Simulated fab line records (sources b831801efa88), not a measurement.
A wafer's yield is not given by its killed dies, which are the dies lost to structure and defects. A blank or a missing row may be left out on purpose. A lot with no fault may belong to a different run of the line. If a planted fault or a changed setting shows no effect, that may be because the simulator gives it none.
Problem report, 8D (eight disciplines) form, completed by code    flow sfq line    the parts of the form that need people (team, actions taken, sign-off) are left out

== 1. WHAT WENT WRONG ==
Wafers with no fault read 217 s with a standard deviation of 6.7, whereas time to endpoint s at SFQ_TRILAYER_I1_CMP_CMP_046 reads a mean of 277 s on 1 wafer of 1 lot. Measured from the usual mean, that is +9.0 standard deviations.
The step: polishes SiO2.
Seen first at day 27 11:21 on cmp-02, wafer L445.5. The record holds 39 wafers of 13 lots with a number at this step. Rule for "out", or "out of limits": more than 4 standard deviations from the usual mean. The rest of the wafers with a number are treated as sound.

== 2. WHAT IT IS, WHAT IT ISN'T ==
question                     is                  is not
which readings at this step  time to endpoint s  motor current A
which lots                   L445                L428, L430, L431, L432, L433, L435, L436, L437, L438, L446, L448, L450
which wafers of those lots   L445.5              L445.4, L445.6
read on which tools          cmp-02              cmp-01
when                         from day 27 11:21   up to then (32 sound wafers); but 6 sound wafers of L448, L450 came after

== 3. SUSPECTS, AND WHAT RULES EACH OUT ==
Counting: any tool at a process step up to the reading remains a suspect provided it ran every lot that is out. Sound lots after the first of them don't rule it out here, since some wafers of a struck lot are sound.
- rie metal-04 at SFQ_TRILAYER_L0_BARC_OPEN_METAL_ETCH_010 (etches BARC in O2, target depth 125 nm, time 41.7 s): kept. It processed L445, the lot that is out, at day 8 00:35, and its most recent sound lot before then was L436 at day 5 17:23.
- cmp-02 at SFQ_TRILAYER_I1_CMP_CMP_046 (polishes SiO2): kept. It processed L445, the lot that is out, at day 27 09:21, and its most recent sound lot before then was L437 at day 26 10:42. On those wafers its own readings are out: time to endpoint s.
Left after counting: rie metal-04 at SFQ_TRILAYER_L0_BARC_OPEN_METAL_ETCH_010, cmp-02 at SFQ_TRILAYER_I1_CMP_CMP_046.

== 4. THE CAUSE (what the simulator had put in) ==
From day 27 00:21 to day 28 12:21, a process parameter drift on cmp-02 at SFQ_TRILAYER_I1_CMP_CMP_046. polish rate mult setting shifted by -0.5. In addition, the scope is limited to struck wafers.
2 suspects survive the count, and this tool is in that group.

== 5. THE EFFECT CHAIN, in route order ==
One row per reading whose mean, taken over the struck wafers that have a number, lies over 3 standard deviations from the usual. Scope: only readings with a usual standard deviation given in the record; hours: median across lots of the time from each lot's start at the first step in this table that gives one to its start at this step; sigmas: change in usual standard deviations.
hours  step                                   reading             usual       on struck wafers  change  sigmas
0      SFQ_TRILAYER_I1_CMP_CMP_046            time to endpoint s  217 s       277               +60     +9.0
2      SFQ_TRILAYER_I1_METRO_MEASURE_047      thk nm              200.4 nm    306.2             +105.8  +99 or more
135    SFQ_TRILAYER_I1_VIA_ETCH_VIA_ETCH_052  oes product au      0.856 a.u.  0.989             +0.133  +27
Process steps it contains:
- SFQ_TRILAYER_I1_CMP_CMP_046: polishes SiO2.
- SFQ_TRILAYER_I1_METRO_MEASURE_047
- SFQ_TRILAYER_I1_VIA_ETCH_VIA_ETCH_052: etches SiO2 in CHF3, stops on Nb, target depth 260 nm.
Later measuring or inspecting steps at which every struck wafer that the step has a row for has a number for every such reading, and none has moved that far: SFQ_M8_THK_MEAS_950.

== 6. WHAT WOULD HAVE CAUGHT IT SOONER ==
First out-of-limits reading in this record: day 27 11:21, which is 11 hours after fault onset at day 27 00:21.
